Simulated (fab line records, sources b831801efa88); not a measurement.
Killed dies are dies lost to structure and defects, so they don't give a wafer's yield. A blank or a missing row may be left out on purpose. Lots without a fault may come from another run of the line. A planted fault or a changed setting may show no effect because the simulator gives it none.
Which tool did it? | flow sky130 | 12 lots, 36 wafers sampled, at 6 steps of a route of 708

WHAT THE GAUGES READ, wafer by wafer
SKY_VIA4_THK_MEAS_20: measures by xrf.
lot  | measured     | on            | VIA4_W_THK (nm)
L075 | day 43 14:41 | film_metro-04 | 512 510 507
L077 | day 44 04:51 | film_metro-03 | 495 501 493
L079 | day 44 20:14 | film_metro-03 | 500 500 499
L081 | day 45 00:38 | film_metro-04 | 511 507 513
L083 | day 45 18:02 | film_metro-04 | 503 513 505
L085 | day 46 01:11 | film_metro-04 | 497 493 496
L087 | day 46 13:41 | film_metro-01 | 501 497 496
L089 | day 47 02:23 | film_metro-01 | 502 490 503
L091 | day 47 13:30 | film_metro-04 | 490 488 490
L093 | day 48 02:59 | film_metro-03 | 488 486 493
L095 | day 48 08:47 | film_metro-04 | 509 510 514
L097 | day 48 20:25 | film_metro-04 | 495 508 503

WHICH TOOL RAN EACH LOT (tool, then ch and the chambers of the sampled wafers, then the start)
lot  | SKY_FIELD_ISO_STRIP_16              | SKY_METAL3_SPUTTER_03        | SKY_METAL4_ETCH_17                 | SKY_VIA4_ETCH_12                   | SKY_VIA4_SPUTTER_17
L075 | plasma_asher-04 ch 0, day 2 13:29   | pvd_sputter-03, day 37 04:25 | rie_diel-02 ch 0,3, day 42 13:01   | rie_diel-04 ch 0,1,2, day 43 13:40 | pvd_sputter-02, day 43 14:22
L077 | plasma_asher-01 ch 0,1, day 2 22:46 | pvd_sputter-03, day 37 20:23 | rie_diel-02 ch 2,3, day 43 04:05   | rie_diel-04 ch 0,3, day 44 03:49   | pvd_sputter-01, day 44 04:31
L079 | plasma_asher-03 ch 1, day 3 09:04   | pvd_sputter-03, day 38 14:16 | rie_diel-03 ch 0,3, day 43 19:08   | rie_diel-04 ch 2,3, day 44 18:53   | pvd_sputter-04, day 44 19:55
L081 | plasma_asher-04 ch 0,1, day 3 17:49 | pvd_sputter-04, day 38 19:36 | rie_diel-03 ch 1,3, day 43 23:27   | rie_diel-03 ch 0,1,2, day 44 23:34 | pvd_sputter-04, day 45 00:17
L083 | plasma_asher-04 ch 0,1, day 4 03:14 | pvd_sputter-01, day 39 13:16 | rie_diel-02 ch 1,3, day 44 18:11   | rie_diel-04 ch 0,2,3, day 45 17:01 | pvd_sputter-04, day 45 17:41
L085 | plasma_asher-01 ch 0,1, day 4 13:26 | pvd_sputter-03, day 39 23:45 | rie_diel-02 ch 0,1,3, day 45 01:28 | rie_diel-03 ch 0,2,3, day 46 00:10 | pvd_sputter-04, day 46 00:50
L087 | plasma_asher-04 ch 0,1, day 5 02:11 | pvd_sputter-04, day 40 12:46 | rie_diel-03 ch 0,2,3, day 45 14:20 | rie_diel-04 ch 1,2,3, day 46 12:39 | pvd_sputter-04, day 46 13:21
L089 | plasma_asher-04 ch 0,1, day 5 12:32 | pvd_sputter-04, day 41 06:20 | rie_diel-01 ch 0,1,2, day 46 03:17 | rie_diel-04 ch 0,1,3, day 47 01:19 | pvd_sputter-04, day 47 02:03
L091 | plasma_asher-04 ch 0,1, day 5 21:25 | pvd_sputter-04, day 41 16:31 | rie_diel-03 ch 2,3, day 46 15:03   | rie_diel-03 ch 1,2,3, day 47 12:28 | pvd_sputter-04, day 47 13:10
L093 | plasma_asher-03 ch 0,1, day 6 07:49 | pvd_sputter-04, day 42 10:01 | rie_diel-03 ch 1,2,3, day 47 04:38 | rie_diel-04 ch 0,2, day 48 01:58   | pvd_sputter-01, day 48 02:38
L095 | plasma_asher-03 ch 1, day 6 17:44   | pvd_sputter-03, day 42 16:13 | rie_diel-03 ch 0,1,3, day 47 11:08 | rie_diel-01 ch 0,2,3, day 48 07:38 | pvd_sputter-02, day 48 08:26
L097 | plasma_asher-04 ch 0,1, day 7 05:25 | pvd_sputter-01, day 43 08:47 | rie_diel-03 ch 0,1,3, day 47 23:14 | rie_diel-04 ch 1,2, day 48 19:23   | pvd_sputter-04, day 48 20:05
- SKY_FIELD_ISO_STRIP_16: strips in O2/N2.
- SKY_METAL3_SPUTTER_03: material Ti, target thk 5 nm, time 3.3 s.
- SKY_METAL4_ETCH_17: etches SiO2 in C4F8/O2/Ar, stops on TiN, time 3.9 s, target depth 15 nm.
- SKY_VIA4_ETCH_12: etches SiO2 in C4F8/O2/Ar, stops on TiN, target depth 580 nm.
- SKY_VIA4_SPUTTER_17: material TiN, target thk 20 nm, time 80 s.

THE ANSWER, worked out from the rows above alone
Rule: what is usual is taken from the lots themselves. Put in order of their means at a reading, lots are off if they are a third of the lots or fewer, leave a main group of 4 or more, and stand apart from it by a gap of 3 or more times the standard deviation of the main group's means; of several such gaps the widest counts. A main group whose means are all the same, to the digits that the tables above print for the reading, isn't used. A lot without any number at a reading at which 4 lots or more have one is off too. The other lots that the step has rows for count as sound.
No lot is off at any reading shown: from this, nothing can be told.

WHAT THE SIMULATOR HAD PUT IN
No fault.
